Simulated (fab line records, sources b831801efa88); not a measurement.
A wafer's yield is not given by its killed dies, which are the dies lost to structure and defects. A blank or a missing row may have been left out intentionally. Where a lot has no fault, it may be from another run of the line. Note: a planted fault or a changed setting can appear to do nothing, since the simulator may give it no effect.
Tool commonality check / flow gf180mcu / Lots sampled 12, wafers sampled 36

== REASON IT WAS OPENED ==
On 2 of the 12 lots, a flag is raised at GF_V4_CD_MEAS_14 on the reading cd-nm. Wafers without a fault read 259.9 nm, standard deviation 1.2.
Rule: a lot is flagged when every wafer of it that has a number lies more than 4 standard deviations from that mean, or none has a number. As for the other lots, they are considered sound.

lot=L755; measured=day 24 23:04; on=cd-sem-01; cd-nm (nm), wafer by wafer=258.5 258.6 260.5; flag=
lot=L758; measured=day 25 19:20; on=cd-sem-01; cd-nm (nm), wafer by wafer=260.5 260.7 260.4; flag=
lot=L759; measured=day 25 22:52; on=cd-sem-02; cd-nm (nm), wafer by wafer=259.3 259.9 259.8; flag=
lot=L761; measured=day 26 22:57; on=cd-sem-02; cd-nm (nm), wafer by wafer=260.6 261.7 261.2; flag=
lot=L762; measured=day 27 01:30; on=cd-sem-02; cd-nm (nm), wafer by wafer=262.2 261.4 261.5; flag=
lot=L763; measured=day 27 10:09; on=cd-sem-01; cd-nm (nm), wafer by wafer=260.9 260.3 260.3; flag=
lot=L764; measured=day 27 21:26; on=cd-sem-01; cd-nm (nm), wafer by wafer=260.9 259.6 260.5; flag=
lot=L765; measured=day 28 01:51; on=cd-sem-01; cd-nm (nm), wafer by wafer=260.0 258.8 259.1; flag=
lot=L771; measured=day 30 10:12; on=cd-sem-02; cd-nm (nm), wafer by wafer=249.0 247.8 248.6; flag=FLAGGED
lot=L772; measured=day 30 11:51; on=cd-sem-02; cd-nm (nm), wafer by wafer=250.2 251.2 251.3; flag=FLAGGED
lot=L774; measured=day 30 19:35; on=cd-sem-01; cd-nm (nm), wafer by wafer=260.0 260.2 260.5; flag=
lot=L775; measured=day 30 23:50; on=cd-sem-01; cd-nm (nm), wafer by wafer=258.6 258.8 258.7; flag=
The mean of the flagged lots' numbers is 249.7 nm, -10.2 nm from the usual (-9 standard deviations).

== EACH LOT AND THE TOOL IT RAN ON ==
The record holds 3 process steps before the reading, out of a route of 602 steps. Each cell gives the tool, then ch followed by the chambers the sampled wafers passed through, then the start.
lot=L755; flag=; GF_M4_SPUTTER_03=pvd-sputter-04, day 23 00:43; GF_M4_STRIP_17=plasma-asher-02 ch 0,1, day 23 23:29; GF_V4_EXPOSE_11=krf-scanner-02 ch 0, day 24 12:01
lot=L758; flag=; GF_M4_SPUTTER_03=pvd-sputter-04, day 23 23:13; GF_M4_STRIP_17=plasma-asher-01 ch 1, day 24 20:41; GF_V4_EXPOSE_11=krf-scanner-02 ch 0, day 25 08:42
lot=L759; flag=; GF_M4_SPUTTER_03=pvd-sputter-02, day 24 02:37; GF_M4_STRIP_17=plasma-asher-01 ch 0,1, day 25 00:19; GF_V4_EXPOSE_11=krf-scanner-01 ch 0, day 25 12:17
lot=L761; flag=; GF_M4_SPUTTER_03=pvd-sputter-01, day 25 02:59; GF_M4_STRIP_17=plasma-asher-04 ch 0,1, day 26 00:11; GF_V4_EXPOSE_11=krf-scanner-01 ch 0, day 26 12:27
lot=L762; flag=; GF_M4_SPUTTER_03=pvd-sputter-04, day 25 05:29; GF_M4_STRIP_17=plasma-asher-01 ch 1, day 26 03:31; GF_V4_EXPOSE_11=krf-scanner-01 ch 0, day 26 15:00
lot=L763; flag=; GF_M4_SPUTTER_03=pvd-sputter-04, day 25 14:31; GF_M4_STRIP_17=plasma-asher-01 ch 0,1, day 26 12:10; GF_V4_EXPOSE_11=krf-scanner-01 ch 0, day 27 00:13
lot=L764; flag=; GF_M4_SPUTTER_03=pvd-sputter-02, day 26 04:25; GF_M4_STRIP_17=plasma-asher-01 ch 0,1, day 27 00:42; GF_V4_EXPOSE_11=krf-scanner-01 ch 0, day 27 12:07
lot=L765; flag=; GF_M4_SPUTTER_03=pvd-sputter-01, day 26 07:16; GF_M4_STRIP_17=plasma-asher-01 ch 1, day 27 04:40; GF_V4_EXPOSE_11=krf-scanner-02 ch 0, day 27 16:05
lot=L771; flag=FLAGGED; GF_M4_SPUTTER_03=pvd-sputter-02, day 28 19:31; GF_M4_STRIP_17=plasma-asher-02 ch 0,1, day 29 14:23; GF_V4_EXPOSE_11=krf-scanner-01 ch 0, day 30 00:30
lot=L772; flag=FLAGGED; GF_M4_SPUTTER_03=pvd-sputter-02, day 28 21:13; GF_M4_STRIP_17=plasma-asher-02 ch 0,1, day 29 16:10; GF_V4_EXPOSE_11=krf-scanner-01 ch 0, day 30 02:18
lot=L774; flag=; GF_M4_SPUTTER_03=pvd-sputter-04, day 29 05:09; GF_M4_STRIP_17=plasma-asher-02 ch 0,1, day 30 00:03; GF_V4_EXPOSE_11=krf-scanner-02 ch 0, day 30 10:52
lot=L775; flag=; GF_M4_SPUTTER_03=pvd-sputter-02, day 29 10:37; GF_M4_STRIP_17=plasma-asher-01 ch 0,1, day 30 05:22; GF_V4_EXPOSE_11=krf-scanner-02 ch 0, day 30 15:45
What is done by these steps:
- GF_M4_SPUTTER_03: material Ti, target thk 10 nm, time 6.7 s.
- GF_M4_STRIP_17: strips in O2/N2.
- GF_V4_EXPOSE_11: exposes mask Via4, target cd 260 nm.
- GF_V4_CD_MEAS_14: target cd 260 nm.

== FLAGGED AGAINST TOTAL, ONE TOOL AT A TIME (gauges that did the reading follow at the end) ==
step=GF_M4_SPUTTER_03; tool=pvd-sputter-01; lots run=2; flagged=0; share of the flagged lots=none; sound lots run after its first flagged lot=-
step=GF_M4_SPUTTER_03; tool=pvd-sputter-02; lots run=5; flagged=2; share of the flagged lots=all; sound lots run after its first flagged lot=1 (L775)
step=GF_M4_SPUTTER_03; tool=pvd-sputter-04; lots run=5; flagged=0; share of the flagged lots=none; sound lots run after its first flagged lot=-
step=GF_M4_STRIP_17; tool=plasma-asher-01; lots run=7; flagged=0; share of the flagged lots=none; sound lots run after its first flagged lot=-
step=GF_M4_STRIP_17; tool=plasma-asher-02; lots run=4; flagged=2; share of the flagged lots=all; sound lots run after its first flagged lot=1 (L774)
step=GF_M4_STRIP_17; tool=plasma-asher-04; lots run=1; flagged=0; share of the flagged lots=none; sound lots run after its first flagged lot=-
step=GF_V4_EXPOSE_11; tool=krf-scanner-01; lots run=7; flagged=2; share of the flagged lots=all; sound lots run after its first flagged lot=0
step=GF_V4_EXPOSE_11; tool=krf-scanner-02; lots run=5; flagged=0; share of the flagged lots=none; sound lots run after its first flagged lot=-
step=GF_V4_CD_MEAS_14; tool=cd-sem-01; lots run=7; flagged=0; share of the flagged lots=none; sound lots run after its first flagged lot=-
step=GF_V4_CD_MEAS_14; tool=cd-sem-02; lots run=5; flagged=2; share of the flagged lots=all; sound lots run after its first flagged lot=0

== WHAT THE TABLE PERMITS ==
4 rows of the table ran every flagged lot: pvd-sputter-02 at GF_M4_SPUTTER_03, plasma-asher-02 at GF_M4_STRIP_17, krf-scanner-01 at GF_V4_EXPOSE_11, cd-sem-02 at GF_V4_CD_MEAS_14.
- pvd-sputter-02 at GF_M4_SPUTTER_03 ran 5 lots, 2 of them flagged. Lots that were sound ran on it after the first flagged one (L775); a persistent fault on the entire tool would not allow that.
- plasma-asher-02 at GF_M4_STRIP_17 ran 4 lots, 2 of them flagged. Lots that were sound ran on it after the first flagged one (L774); a persistent fault on the entire tool would not allow that.
- krf-scanner-01 at GF_V4_EXPOSE_11 ran 7 lots, 2 of them flagged. Last sound lot L764 at day 27 12:07, first flagged lot L771 at day 30 00:30; a fault beginning in between fits. Its own readings (exposure-dose-mJ-cm2) fall more than 4 standard deviations out on all wafers of the flagged lots.
- cd-sem-02 at GF_V4_CD_MEAS_14 ran 5 lots, 2 of them flagged. Last sound lot L762 at day 27 01:30, first flagged lot L771 at day 30 10:12; a fault beginning in between fits.
Because each of these 2 tools fits a fault that began at some hour, counting lots does not separate them. More lots, or a look at what each step does to the wafer, might.

== WHAT WAS PUT IN BY THE SIMULATOR ==
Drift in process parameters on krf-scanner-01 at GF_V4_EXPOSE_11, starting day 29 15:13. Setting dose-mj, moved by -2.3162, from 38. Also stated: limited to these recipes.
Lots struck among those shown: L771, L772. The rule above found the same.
